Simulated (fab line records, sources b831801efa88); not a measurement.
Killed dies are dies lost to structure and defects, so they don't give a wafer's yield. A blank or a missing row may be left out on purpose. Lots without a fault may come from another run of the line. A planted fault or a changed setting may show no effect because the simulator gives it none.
fab line records | flow gf180mcu
record lots=24 wafers=72 last_day=34
route steps=602 shown CONTACT@305 V1@350 M2@364 V3@453 M4@457
lots that met no fault: from a run of the same line without faults
start_h: hours from the record's first day to the start of the lot's first wafer shown | wait_h: hours since the lot's step before | " the same as in the row above | L1.1+2: a row that stands for several wafers | - no value, or no start given | * or withheld: withheld | < > ~ a bound
route shown NAME@n: a module of which the file shows steps, and the number in the route of the first | usual: mean/standard deviation of fault-free wafers | same: alike in all rows | chamber/n: place in a boat | sites: the reading at each site | _std_site: their standard deviation | _edge_site: outer sites' mean less inner sites' | radius_mm: how far each site lies from the wafer's centre | mask NAME#n: copy n | behind: the tool/chamber that last shaped the wafer | hold: why the lot was held/for how many hours/how that ended | device: the transistor (n, p or np) that didn't switch | end of line: the same wafers' tests at the end of the route | a step without rows: its recipe alone | killed: dies lost to structure and defects at the first sort, not the wafer's yield | map: a wafer's dies, x killed, . not, _ none there
set.NAME: the setting as run; set.NAME@STEP: as run at that earlier step | model.NAME: the simulator's own value behind a step, which no gauge read
steps of the route over a sample of lots; a table a step, a row a wafer
services: from which hour (start_h, from the record's first day; less than 0 if before it) a tool's chamber was out of use, for how many hours, and why
## steps
# step GF_CONTACT_STRIP_18
# recipe chemistry=O2/N2 power_w=1400 pressure_mtorr=1500 platen_temp_c=250 o2_flow_sccm=3000 n2_flow_sccm=300 overash_fraction=0.5
# usual drypump_motor_current_A=5.6/0.4 heater_power_w=319/27 oes_product_au=0.580/0.0049
# columns lot.wafer tool chamber start_h wait_h drypump_motor_current_A heater_power_w oes_product_au rf_hours_counter_h
L074.2 plasma_asher-02 1 366.85 - 6.1 302 0.580 65
L074.3 " 0 " " 4.9 286 0.577 -
L074.4 " 1 " " 6.1 305 0.582 -
L075.3 plasma_asher-01 1 376.59 - 5.7 369 0.586 -
L075.4 " 0 " " 5.3 320 0.587 -
L075.5 " 0 " " 5.3 313 0.578 -
L076.3 plasma_asher-01 0 377.63 - 5.3 317 0.585 -
L076.5 " 0 " " 5.3 307 0.581 -
L076.6 " 1 " " 5.7 366 0.579 -
L077.1 plasma_asher-01 0 386.91 - 5.3 318 0.581 64
L077.2 " 1 " " 5.7 367 0.579 64
L077.3 " 1 " " 5.7 362 0.578 -
L078.2 plasma_asher-03 1 397.75 - 6.2 313 0.587 34
L078.4 " 0 " " 5.6 285 0.575 -
L078.6 " 1 " " 6.2 304 0.579 -
L079.1 plasma_asher-01 1 409.77 - 5.7 352 0.569 66
L079.3 " 1 " " 5.7 360 0.575 -
L079.6 " 1 " " 5.7 353 0.583 -
L080.2 plasma_asher-03 0 418.50 - 5.6 283 0.586 36
L080.4 " 1 " " 6.2 308 0.577 -
L080.5 " 0 " " 5.6 297 0.580 -
L081.3 plasma_asher-01 0 424.89 - 5.3 324 0.584 -
L081.4 " 1 " " 5.7 361 0.576 -
L081.5 " 0 " " 5.3 319 0.583 -
L082.1 plasma_asher-02 1 437.90 - 6.1 314 0.577 1
L082.3 " 0 " " 4.9 296 0.577 -
L082.5 " 0 " " 4.9 291 0.569 -
L083.3 plasma_asher-02 0 444.47 - 4.9 295 0.575 -
L083.4 " 1 " " 6.1 312 0.589 -
L083.5 " 1 " " 6.1 312 0.579 -
L084.1 plasma_asher-01 0 453.05 - 5.3 317 0.579 71
L084.5 " 0 " " 5.3 313 0.580 -
L084.6 " 1 " " 5.7 371 0.584 -
L085.1 plasma_asher-01 0 457.28 - 5.3 305 0.583 71
L085.2 " 1 " " 5.7 371 0.582 71
L085.4 " 0 " " 5.3 313 0.574 -
L086.2 plasma_asher-03 0 470.60 - 5.7 285 0.576 42
L086.5 " 0 " " 5.6 290 0.573 -
L086.6 " 1 " " 6.2 302 0.581 -
L087.1 plasma_asher-01 0 473.90 - 5.3 320 0.583 73
L087.2 " 1 " " 5.6 364 0.572 73
L087.4 " 1 " " 5.7 360 0.580 -
L088.2 plasma_asher-02 1 495.15 - 6.1 306 0.583 7
L088.3 " 0 " " 4.9 288 0.573 -
L088.6 " 1 " " 6.0 310 0.570 -
L089.2 plasma_asher-02 0 496.70 - 4.9 295 0.574 7
L089.4 " 1 " " 6.1 315 0.577 -
L089.6 " 1 " " 6.0 306 0.578 -
L090.1 plasma_asher-03 0 505.60 - 5.6 287 0.582 46
L090.3 " 0 " " 5.6 289 0.576 -
L090.5 " 0 " " 5.6 292 0.576 -
L091.3 plasma_asher-01 0 509.73 - 5.3 322 0.589 -
L091.4 " 1 " " 5.7 373 0.586 -
L091.5 " 0 " " 5.3 327 0.579 -
L092.1 plasma_asher-01 0 514.90 - 5.3 311 0.575 77
L092.3 " 1 " " 5.6 365 0.584 -
L092.6 " 0 " " 5.3 319 0.574 -
L093.2 plasma_asher-01 0 524.13 - 5.3 323 0.578 78
L093.4 " 0 " " 5.3 316 0.580 -
L093.6 " 0 " " 5.3 319 0.576 -
L094.1 plasma_asher-02 1 535.95 - 6.0 316 0.576 11
L094.2 " 0 " " 4.9 303 0.581 11
L094.3 " 1 " " 6.1 305 0.575 -
L095.1 plasma_asher-01 1 540.35 - 5.7 366 0.582 80
L095.3 " 1 " " 5.7 354 0.581 -
L095.5 " 1 " " 5.7 356 0.579 -
L096.2 plasma_asher-02 0 546.15 - 4.9 293 0.576 12
L096.3 " 1 " " 6.1 311 0.584 -
L096.4 " 0 " " 4.9 297 0.586 -
L097.2 plasma_asher-03 0 555.15 - 5.6 293 0.569 52
L097.3 " 1 " " 6.2 306 0.577 -
L097.4 " 0 " " 5.6 284 0.573 -
# step GF_V1_OVL_MEAS_15
# usual V1_OVL=3/4.7
# columns lot.wafer tool chamber start_h wait_h V1_OVL[nm]
L074.2 overlay-02 - 413.94 0.1 6
L074.3 " - " " 6
L074.4 " - " " 2
L075.3 overlay-02 - 425.05 0.1 -6
L075.4 " - " " -7
L075.5 " - " " 3
L076.3 overlay-02 - 426.72 0.1 0
L076.5 " - " " 2
L076.6 " - " " 5
L077.1 overlay-01 - 436.40 0.1 -3
L077.2 " - " " 1
L077.3 " - " " -4
L078.2 overlay-01 - 448.76 0.1 9
L078.4 " - " " 6
L078.6 " - " " -1
L079.1 overlay-02 - 459.76 0.1 2
L079.3 " - " " 4
L079.6 " - " " 0
L080.2 overlay-02 - 468.51 0.1 3
L080.4 " - " " -3
L080.5 " - " " 0
L081.3 overlay-02 - 475.07 0.1 4
L081.4 " - " " 3
L081.5 " - " " 0
L082.1 overlay-02 - 488.03 0.1 13
L082.3 " - " " 10
L082.5 " - " " 11
L083.3 overlay-02 - 493.91 0.1 16
L083.4 " - " " 5
L083.5 " - " " 7
L084.1 overlay-02 - 502.65 0.1 11
L084.5 " - " " 9
L084.6 " - " " 7
L085.1 overlay-01 - 507.18 0.1 -3
L085.2 " - " " -2
L085.4 " - " " 1
L086.2 overlay-02 - 521.19 0.1 5
L086.5 " - " " 8
L086.6 " - " " 1
L087.1 overlay-01 - 523.15 0.1 -4
L087.2 " - " " 12
L087.4 " - " " 4
L088.2 overlay-01 - 544.16 0.1 8
L088.3 " - " " 1
L088.6 " - " " 4
L089.2 overlay-02 - 545.64 0.1 2
L089.4 " - " " 1
L089.6 " - " " 3
L090.1 overlay-02 - 553.35 0.1 10
L090.3 " - " " 8
L090.5 " - " " 7
L091.3 overlay-02 - 557.10 0.1 12
L091.4 " - " " 8
L091.5 " - " " 9
L092.1 overlay-01 - 562.86 0.1 1
L092.3 " - " " -8
L092.6 " - " " 4
L093.2 overlay-02 - 572.41 0.1 0
L093.4 " - " " 3
L093.6 " - " " 1
L094.1 overlay-01 - 582.46 0.1 1
L094.2 " - " " -1
L094.3 " - " " -2
L095.1 overlay-02 - 588.70 0.1 -2
L095.3 " - " " -2
L095.5 " - " " 2
L096.2 overlay-02 - 591.81 0.1 2
L096.3 " - " " 1
L096.4 " - " " -3
L097.2 overlay-01 - 600.71 0.1 -1
L097.3 " - " " 0
L097.4 " - " " -3
# step GF_M2_SPUTTER_02
# recipe material=AlCu target_thk_nm=450 power_w=10600 time_s=23.9 chamber_pressure_pa=0.4
# usual throttle_valve_pct=30.4/0.91
# columns lot.wafer tool chamber start_h wait_h throttle_valve_pct
L074.2 pvd_sputter-02 - 415.55 0.0 29.8
L074.3 " - " " 30.9
L074.4 " - " " 31.5
L075.3 pvd_sputter-02 - 426.56 0.0 29.7
L075.4 " - " " 31.4
L075.5 " - " " 30.9
L076.3 pvd_sputter-02 - 428.24 0.0 29.7
L076.5 " - " " 30.6
L076.6 " - " " 30.8
L077.1 pvd_sputter-02 - 437.93 0.0 30.8
L077.2 " - " " 31.5
L077.3 " - " " 29.8
L078.2 pvd_sputter-04 - 450.28 0.0 31.9
L078.4 " - " " 30.2
L078.6 " - " " 30.9
L079.1 pvd_sputter-04 - 461.28 0.0 31.4
L079.3 " - " " 31.4
L079.6 " - " " 31.4
L080.2 pvd_sputter-02 - 470.04 0.0 29.6
L080.4 " - " " 29.9
L080.5 " - " " 30.6
L081.3 pvd_sputter-02 - 476.58 0.0 30.7
L081.4 " - " " 29.7
L081.5 " - " " 30.8
L082.1 pvd_sputter-02 - 489.56 0.0 30.6
L082.3 " - " " 30.6
L082.5 " - " " 30.8
L083.3 pvd_sputter-04 - 495.51 0.0 31.0
L083.4 " - " " 31.7
L083.5 " - " " 31.9
L084.1 pvd_sputter-04 - 504.29 0.0 31.2
L084.5 " - " " 31.0
L084.6 " - " " 31.6
L085.1 pvd_sputter-04 - 509.13 0.0 30.2
L085.2 " - " " 31.1
L085.4 " - " " 31.7
L086.2 pvd_sputter-02 - 522.81 0.0 31.5
L086.5 " - " " 29.6
L086.6 " - " " 31.6
L087.1 pvd_sputter-02 - 524.78 0.0 30.7
L087.2 " - " " 31.3
L087.4 " - " " 29.9
L088.2 pvd_sputter-04 - 545.78 0.0 30.0
L088.3 " - " " 31.8
L088.6 " - " " 30.7
L089.2 pvd_sputter-01 - 547.40 0.0 30.2
L089.4 " - " " 28.0
L089.6 " - " " 30.1
L090.1 pvd_sputter-01 - 555.43 0.0 29.9
L090.3 " - " " 28.0
L090.5 " - " " 29.6
L091.3 pvd_sputter-01 - 559.09 0.0 30.5
L091.4 " - " " 29.9
L091.5 " - " " 30.7
L092.1 pvd_sputter-01 - 564.60 0.0 30.8
L092.3 " - " " 30.3
L092.6 " - " " 30.6
L093.2 pvd_sputter-01 - 574.55 0.0 30.7
L093.4 " - " " 29.5
L093.6 " - " " 28.0
L094.1 pvd_sputter-01 - 584.32 0.0 30.8
L094.2 " - " " 30.4
L094.3 " - " " 28.1
L095.1 pvd_sputter-01 - 590.23 0.0 30.6
L095.3 " - " " 30.4
L095.5 " - " " 29.6
L096.2 pvd_sputter-01 - 593.33 0.0 30.1
L096.3 " - " " 27.8
L096.4 " - " " 30.6
L097.2 pvd_sputter-02 - 602.26 0.0 30.5
L097.3 " - " " 30.9
L097.4 " - " " 29.8
# step GF_V3_RS_MEAS_24
# recipe thk_meas_gauge=four-point-probe reads=W_of_V3_CVD_23+TiN_of_V3_SPUTTER_22+Ti_of_V3_SPUTTER_21
# usual V3_W_RS=0.326/0.0032
# columns lot.wafer tool chamber start_h wait_h V3_W_RS[ohm/sq]
L074.2 film_metro-03 - 515.65 0.1 0.323
L074.3 " - " " 0.326
L074.4 " - " " 0.320
L075.3 film_metro-02 - 526.91 0.1 0.324
L075.4 " - " " 0.324
L075.5 " - " " 0.326
L076.3 film_metro-02 - 528.25 0.1 0.320
L076.5 " - " " 0.319
L076.6 " - " " 0.326
L077.1 film_metro-04 - 537.38 0.1 0.323
L077.2 " - " " 0.329
L077.3 " - " " 0.323
L078.2 film_metro-04 - 548.00 0.1 0.324
L078.4 " - " " 0.325
L078.6 " - " " 0.328
L079.1 film_metro-04 - 559.48 0.1 0.325
L079.3 " - " " 0.327
L079.6 " - " " 0.325
L080.2 film_metro-02 - 568.05 0.1 0.329
L080.4 " - " " 0.321
L080.5 " - " " 0.319
L081.3 film_metro-03 - 573.08 0.1 0.327
L081.4 " - " " 0.329
L081.5 " - " " 0.329
L082.1 film_metro-04 - 585.85 0.1 0.331
L082.3 " - " " 0.330
L082.5 " - " " 0.326
L083.3 film_metro-02 - 591.07 0.1 0.330
L083.4 " - " " 0.329
L083.5 " - " " 0.332
L084.1 film_metro-04 - 599.26 0.1 0.323
L084.5 " - " " 0.329
L084.6 " - " " 0.327
L085.1 film_metro-03 - 602.79 0.1 0.327
L085.2 " - " " 0.324
L085.4 " - " " 0.324
L086.2 film_metro-04 - 616.31 0.1 0.327
L086.5 " - " " 0.331
L086.6 " - " " 0.328
L087.1 film_metro-04 - 617.93 0.1 0.332
L087.2 " - " " 0.328
L087.4 " - " " 0.330
L088.2 film_metro-03 - 637.74 0.1 0.325
L088.3 " - " " 0.328
L088.6 " - " " 0.331
L089.2 film_metro-02 - 641.81 0.1 0.328
L089.4 " - " " 0.330
L089.6 " - " " 0.326
L090.1 film_metro-04 - 646.09 0.1 0.323
L090.3 " - " " 0.328
L090.5 " - " " 0.326
L091.3 film_metro-02 - 648.45 0.1 0.330
L091.4 " - " " 0.328
L091.5 " - " " 0.321
L092.1 film_metro-03 - 654.08 0.1 0.327
L092.3 " - " " 0.323
L092.6 " - " " 0.326
L093.2 film_metro-02 - 662.39 0.1 0.324
L093.4 " - " " 0.330
L093.6 " - " " 0.325
L094.1 film_metro-02 - 670.80 0.1 0.329
L094.2 " - " " 0.323
L094.3 " - " " 0.323
L095.1 film_metro-03 - 676.52 0.1 0.328
L095.3 " - " " 0.332
L095.5 " - " " 0.327
L096.2 film_metro-04 - 679.93 0.1 0.327
L096.3 " - " " 0.324
L096.4 " - " " 0.325
L097.2 film_metro-04 - 686.19 0.1 0.318
L097.3 " - " " 0.328
L097.4 " - " " 0.323
# step GF_M4_SPUTTER_01
# recipe material=TiN target_thk_nm=30 power_w=6500 time_s=25 chamber_pressure_pa=0.4
# usual throttle_valve_pct=30.5/0.84
# columns lot.wafer tool chamber start_h wait_h throttle_valve_pct
L074.2 pvd_sputter-02 - 516.21 0.1 29.9
L074.3 " - " " 30.8
L074.4 " - " " 31.6
L075.3 pvd_sputter-04 - 527.45 0.1 30.3
L075.4 " - " " 30.7
L075.5 " - " " 31.1
L076.3 pvd_sputter-02 - 528.79 0.1 30.7
L076.5 " - " " 29.7
L076.6 " - " " 31.5
L077.1 pvd_sputter-04 - 537.96 0.1 30.3
L077.2 " - " " 31.0
L077.3 " - " " 31.8
L078.2 pvd_sputter-02 - 548.56 0.1 30.8
L078.4 " - " " 30.7
L078.6 " - " " 30.8
L079.1 pvd_sputter-04 - 560.06 0.1 31.3
L079.3 " - " " 30.7
L079.6 " - " " 31.1
L080.2 pvd_sputter-04 - 568.61 0.1 30.0
L080.4 " - " " 31.7
L080.5 " - " " 30.1
L081.3 pvd_sputter-04 - 573.62 0.1 30.4
L081.4 " - " " 31.0
L081.5 " - " " 30.3
L082.1 pvd_sputter-01 - 586.43 0.1 28.3
L082.3 " - " " 29.5
L082.5 " - " " 30.3
L083.3 pvd_sputter-04 - 591.61 0.1 31.0
L083.4 " - " " 31.0
L083.5 " - " " 30.3
L084.1 pvd_sputter-04 - 599.84 0.1 30.2
L084.5 " - " " 30.5
L084.6 " - " " 29.9
L085.1 pvd_sputter-04 - 603.37 0.1 30.2
L085.2 " - " " 30.9
L085.4 " - " " 30.6
L086.2 pvd_sputter-02 - 616.87 0.1 31.7
L086.5 " - " " 30.6
L086.6 " - " " 30.8
L087.1 pvd_sputter-04 - 618.51 0.1 30.6
L087.2 " - " " 30.1
L087.4 " - " " 31.7
L088.2 pvd_sputter-02 - 638.30 0.1 30.7
L088.3 " - " " 30.7
L088.6 " - " " 29.8
L089.2 pvd_sputter-01 - 642.37 0.1 30.5
L089.4 " - " " 28.1
L089.6 " - " " 30.5
L090.1 pvd_sputter-01 - 646.67 0.1 28.1
L090.3 " - " " 30.5
L090.5 " - " " 30.5
L091.3 pvd_sputter-04 - 648.99 0.1 30.9
L091.4 " - " " 31.5
L091.5 " - " " 30.3
L092.1 pvd_sputter-04 - 654.66 0.1 31.5
L092.3 " - " " 30.5
L092.6 " - " " 30.6
L093.2 pvd_sputter-01 - 662.95 0.1 27.7
L093.4 " - " " 30.6
L093.6 " - " " 29.8
L094.1 pvd_sputter-04 - 671.38 0.1 31.9
L094.2 " - " " 30.6
L094.3 " - " " 29.9
L095.1 pvd_sputter-02 - 677.11 0.1 29.8
L095.3 " - " " 30.8
L095.5 " - " " 31.6
L096.2 pvd_sputter-01 - 680.49 0.1 29.9
L096.3 " - " " 30.6
L096.4 " - " " 27.8
L097.2 pvd_sputter-01 - 686.75 0.1 29.7
L097.3 " - " " 28.0
L097.4 " - " " 30.2
# step GF_M4_SPUTTER_02
# recipe material=AlCu target_thk_nm=450 power_w=10600 time_s=23.9 chamber_pressure_pa=0.4
# usual throttle_valve_pct=30.5/0.84
# columns lot.wafer tool chamber start_h wait_h throttle_valve_pct
L074.2 pvd_sputter-02 - 516.24 0.0 29.5
L074.3 " - " " 30.6
L074.4 " - " " 31.2
L075.3 pvd_sputter-04 - 527.48 0.0 30.2
L075.4 " - " " 30.4
L075.5 " - " " 30.9
L076.3 pvd_sputter-02 - 528.82 0.0 31.0
L076.5 " - " " 29.6
L076.6 " - " " 31.6
L077.1 pvd_sputter-04 - 537.99 0.0 30.9
L077.2 " - " " 30.8
L077.3 " - " " 31.7
L078.2 pvd_sputter-02 - 548.59 0.0 30.9
L078.4 " - " " 30.9
L078.6 " - " " 30.6
L079.1 pvd_sputter-04 - 560.09 0.0 31.5
L079.3 " - " " 30.5
L079.6 " - " " 31.1
L080.2 pvd_sputter-04 - 568.64 0.0 30.1
L080.4 " - " " 31.8
L080.5 " - " " 30.0
L081.3 pvd_sputter-04 - 573.65 0.0 29.9
L081.4 " - " " 30.9
L081.5 " - " " 30.2
L082.1 pvd_sputter-01 - 586.46 0.0 28.1
L082.3 " - " " 29.9
L082.5 " - " " 30.6
L083.3 pvd_sputter-04 - 591.64 0.0 30.9
L083.4 " - " " 30.4
L083.5 " - " " 29.8
L084.1 pvd_sputter-04 - 599.87 0.0 29.8
L084.5 " - " " 30.8
L084.6 " - " " 30.1
L085.1 pvd_sputter-04 - 603.40 0.0 30.0
L085.2 " - " " 31.1
L085.4 " - " " 30.6
L086.2 pvd_sputter-02 - 616.90 0.0 31.5
L086.5 " - " " 30.6
L086.6 " - " " 30.5
L087.1 pvd_sputter-04 - 618.54 0.0 30.6
L087.2 " - " " 30.3
L087.4 " - " " 31.9
L088.2 pvd_sputter-02 - 638.34 0.0 30.9
L088.3 " - " " 30.4
L088.6 " - " " 29.7
L089.2 pvd_sputter-01 - 642.40 0.0 30.5
L089.4 " - " " 28.1
L089.6 " - " " 30.6
L090.1 pvd_sputter-01 - 646.70 0.0 28.1
L090.3 " - " " 30.3
L090.5 " - " " 30.6
L091.3 pvd_sputter-04 - 649.02 0.0 31.1
L091.4 " - " " 31.7
L091.5 " - " " 30.4
L092.1 pvd_sputter-04 - 654.69 0.0 31.6
L092.3 " - " " 30.8
L092.6 " - " " 30.8
L093.2 pvd_sputter-01 - 662.98 0.0 28.0
L093.4 " - " " 30.6
L093.6 " - " " 29.8
L094.1 pvd_sputter-04 - 671.41 0.0 31.8
L094.2 " - " " 31.1
L094.3 " - " " 30.0
L095.1 pvd_sputter-02 - 677.15 0.0 29.7
L095.3 " - " " 30.7
L095.5 " - " " 31.4
L096.2 pvd_sputter-01 - 680.52 0.0 29.8
L096.3 " - " " 30.4
L096.4 " - " " 28.1
L097.2 pvd_sputter-01 - 686.78 0.0 29.5
L097.3 " - " " 27.9
L097.4 " - " " 30.3
## services
# columns tool chamber start_h hours kind
pvd_sputter-04 2 345.75 - consumable_replace:kit
pvd_sputter-04 2 345.75 18.0 scheduled_down
pvd_sputter-04 2 345.75 18.0 vent_cycle
plasma_asher-01 - 367.41 3.9 repair
plasma_asher-01 - 367.73 2.5 repair
pvd_sputter-02 - 370.60 2.3 repair
pvd_sputter-02 - 371.86 1.3 repair
pvd_sputter-01 - 384.16 51.6 repair
plasma_asher-02 - 421.25 9.0 pm
pvd_sputter-01 - 435.87 5.7 repair
pvd_sputter-04 - 445.61 4.3 repair
pvd_sputter-02 1 455.98 - consumable_replace:kit
plasma_asher-01 - 458.35 2.8 pm
pvd_sputter-01 - 532.16 1.3 repair
plasma_asher-01 - 542.42 16.4 repair
pvd_sputter-02 - 542.79 5.3 repair
pvd_sputter-04 1 547.90 - consumable_replace:kit
pvd_sputter-04 1 547.90 18.0 scheduled_down
pvd_sputter-04 1 547.90 18.0 vent_cycle
pvd_sputter-02 - 569.31 1.5 repair
plasma_asher-01 - 620.38 3.3 repair
plasma_asher-03 - 627.34 10.3 repair
plasma_asher-02 - 644.61 3.1 repair
plasma_asher-03 - 685.77 13.0 repair
## key
fault none
